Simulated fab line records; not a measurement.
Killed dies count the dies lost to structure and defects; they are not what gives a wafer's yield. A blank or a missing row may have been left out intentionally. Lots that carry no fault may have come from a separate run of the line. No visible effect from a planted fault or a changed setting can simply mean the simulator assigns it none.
Which tool is to blame? ; flow gf180mcu ; 13 lots with 39 wafers sampled at 5 steps, on a route of 602 steps

== WHAT EACH GAUGE READ, for each wafer ==
GF_M5_OVL_MEAS_08. Usual: M5_OVL typically reads 3 nm, with standard deviation 5.4.
lot;measured;on;M5_OVL (nm);flag
L833;day 26 16:24;overlay-01;3 -8 6;
L834;day 26 21:53;overlay-01;-3 4 -3;
L836;day 27 17:38;overlay-01;-5 0 -3;
L837;day 27 21:54;overlay-01;-3 5 3;
L838;day 28 17:24;overlay-01;9 2 -2;
L839;day 28 21:37;overlay-01;-7 3 0;
L840;day 29 03:05;overlay-01;-1 13 4;
L841;day 29 05:58;overlay-02;2 0 -2;
L847;day 30 22:16;overlay-01;1 3 11;
L851;day 32 06:12;overlay-01;14 14 10;
L853;day 32 08:07;overlay-01;5 1 3;
L855;day 32 18:23;overlay-01;2 4 5;
L856;day 33 00:56;overlay-02;4 3 4;

GF_PASSIVATION_THK_MEAS_01. Usual: PASSIVATION_CVD_00_THK typically reads 1000 nm, with standard deviation 12.
lot;measured;on;PASSIVATION_CVD_00_THK (nm);flag
L833;day 28 12:28;film_metro-01;987 989 1006;
L834;day 28 17:49;film_metro-03;993 1008 1019;
L836;day 29 13:04;film_metro-04;991 996 1010;
L837;day 29 16:44;film_metro-04;988 1033 1002;
L838;day 30 11:11;film_metro-01;990 1016 1004;
L839;day 30 15:25;film_metro-01;1000 1008 1010;
L840;day 30 19:50;film_metro-01;979 985 988;
L841;day 30 23:56;film_metro-01;994 990 1008;
L847;day 32 13:48;film_metro-04;1099 1093 1110;OFF
L851;day 33 17:53;film_metro-01;1108 1120 1116;OFF
L853;day 33 20:24;film_metro-03;998 1020 1021;
L855;day 34 05:45;film_metro-01;1002 1008 1007;
L856;day 34 11:04;film_metro-01;974 989 1007;

== TOOL THAT RAN EACH LOT (tool first, then ch and the chambers of the sampled wafers, then the start) ==
lot;GF_V4_SPUTTER_21;GF_MIM_SPUTTER_04;GF_PASSIVATION_CVD_00
L833;pvd_sputter-04, day 24 20:14;pvd_sputter-01, day 24 21:07;pecvd-01 ch 1,2, day 28 12:23
L834;pvd_sputter-03, day 25 01:14;pvd_sputter-01, day 25 02:06;pecvd-04 ch 0,1,2, day 28 17:44
L836;pvd_sputter-03, day 25 21:53;pvd_sputter-04, day 25 22:52;pecvd-01 ch 1,2, day 29 12:58
L837;pvd_sputter-03, day 26 03:23;pvd_sputter-01, day 26 04:16;pecvd-03 ch 0,1,2, day 29 16:39
L838;pvd_sputter-03, day 26 23:43;pvd_sputter-04, day 27 00:41;pecvd-01 ch 0,1,2, day 30 11:06
L839;pvd_sputter-04, day 27 03:47;pvd_sputter-01, day 27 04:39;pecvd-04 ch 0,1,2, day 30 15:19
L840;pvd_sputter-03, day 27 09:58;pvd_sputter-04, day 27 10:50;pecvd-03 ch 0,1,2, day 30 19:45
L841;pvd_sputter-03, day 27 12:42;pvd_sputter-03, day 27 13:34;pecvd-04 ch 0,1,2, day 30 23:52
L847;pvd_sputter-03, day 29 06:15;pvd_sputter-04, day 29 07:07;pecvd-03 ch 0,1,2, day 32 13:44
L851;pvd_sputter-03, day 30 17:32;pvd_sputter-03, day 30 18:32;pecvd-03 ch 1,2, day 33 17:49
L853;pvd_sputter-04, day 30 19:26;pvd_sputter-03, day 30 20:26;pecvd-01 ch 0,2, day 33 20:19
L855;pvd_sputter-03, day 31 07:05;pvd_sputter-01, day 31 07:59;pecvd-04 ch 0,1,2, day 34 05:41
L856;pvd_sputter-02, day 31 13:52;pvd_sputter-04, day 31 14:44;pecvd-04 ch 0,1, day 34 10:59
- GF_V4_SPUTTER_21: material Ti, target thk 15 nm, time 80.02 s.
- GF_MIM_SPUTTER_04: material TiN, target thk 50 nm, time 41.7 s.
- GF_PASSIVATION_CVD_00: deposits SiO2 from TEOS, target thk 1000 nm, time 111.95 s.

== WHAT THE TOOLS THEMSELVES READ (means of the sampled wafers that have a number; where no wafer has one, the mark that the record gives instead) ==
GF_V4_SPUTTER_21. Usual: throttle_valve_pct reads 30.6 % (standard deviation 1.3).
lot;tool;throttle_valve_pct (%);flag
L833;pvd_sputter-04;29.7;
L834;pvd_sputter-03;31.4;
L836;pvd_sputter-03;31.7;
L837;pvd_sputter-03;30.6;
L838;pvd_sputter-03;31.0;
L839;pvd_sputter-04;29.9;
L840;pvd_sputter-03;31.3;
L841;pvd_sputter-03;31.5;
L847;pvd_sputter-03;30.5;
L851;pvd_sputter-03;31.3;
L853;pvd_sputter-04;29.6;
L855;pvd_sputter-03;31.0;
L856;pvd_sputter-02;30.9;

GF_MIM_SPUTTER_04. Usual: throttle_valve_pct reads 30.4 % (standard deviation 1.2).
lot;tool;throttle_valve_pct (%);flag
L833;pvd_sputter-01;30.1;
L834;pvd_sputter-01;30.1;
L836;pvd_sputter-04;30.4;
L837;pvd_sputter-01;30.9;
L838;pvd_sputter-04;30.1;
L839;pvd_sputter-01;29.0;
L840;pvd_sputter-04;30.0;
L841;pvd_sputter-03;31.8;
L847;pvd_sputter-04;30.4;
L851;pvd_sputter-03;31.3;
L853;pvd_sputter-03;30.6;
L855;pvd_sputter-01;30.1;
L856;pvd_sputter-04;30.3;

GF_PASSIVATION_CVD_00. Usual: heater_power_w 681 W, standard deviation 90; rf_fwd_power_W 596.5 W, standard deviation 2.
lot;tool;heater_power_w (W);rf_fwd_power_W (W);flag
L833;pecvd-01;754;596.6;
L834;pecvd-04;675;597.4;
L836;pecvd-01;734;598.1;
L837;pecvd-03;645;598.2;
L838;pecvd-01;711;596.5;
L839;pecvd-04;653;595.9;
L840;pecvd-03;697;596.7;
L841;pecvd-04;654;596.7;
L847;pecvd-03;546;836.1;OFF
L851;pecvd-03;525;835.4;OFF
L853;pecvd-01;718;597.7;
L855;pecvd-04;698;597.6;
L856;pecvd-04;700;598.7;

== THE ANSWER, worked out from the rows above alone ==
Rule: lot off if the mean of its wafers having a number is beyond 3 standard deviations from the usual mean. Also off: a lot with no number at a reading for which 4 or more lots have one. Any other lot the step has rows for is counted as sound. The gauges are gone through in route order, then the tools' own readings, and for those a lot's mean is taken as printed above. At the first step where some lot is off, the reading lying furthest off is the one used; lots without a number count as furthest.
Off: L847, L851, seen at GF_PASSIVATION_THK_MEAS_01 (PASSIVATION_CVD_00_THK).
A tool fits if, at a process step before that reading, it ran every lot that is off, and no sound lot after the first of them. The gauges at GF_PASSIVATION_THK_MEAS_01 aren't tried: what is off there is off at GF_PASSIVATION_CVD_00 too, on other tools, and a gauge's error can't cause that. One fits: GF_PASSIVATION_CVD_00 on pecvd-03. Its last sound lot is L840 (day 30 19:45), its first lot that is off L847 (day 32 13:44): a fault that began between those two fits.
On the lots that are off, the tool's own readings at GF_PASSIVATION_CVD_00 differ by more than 5 times the standard deviation of the sound lots' means, which bears it out; rf_fwd_power_W reads 835.8 W there versus 597.3 W on the sound lots.

== WHAT HAD BEEN PUT IN BY THE SIMULATOR ==
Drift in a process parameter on pecvd-03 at GF_PASSIVATION_CVD_00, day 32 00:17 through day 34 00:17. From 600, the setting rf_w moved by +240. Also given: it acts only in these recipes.
Lots struck among those shown: L847, L851. The rule given above showed the same thing.
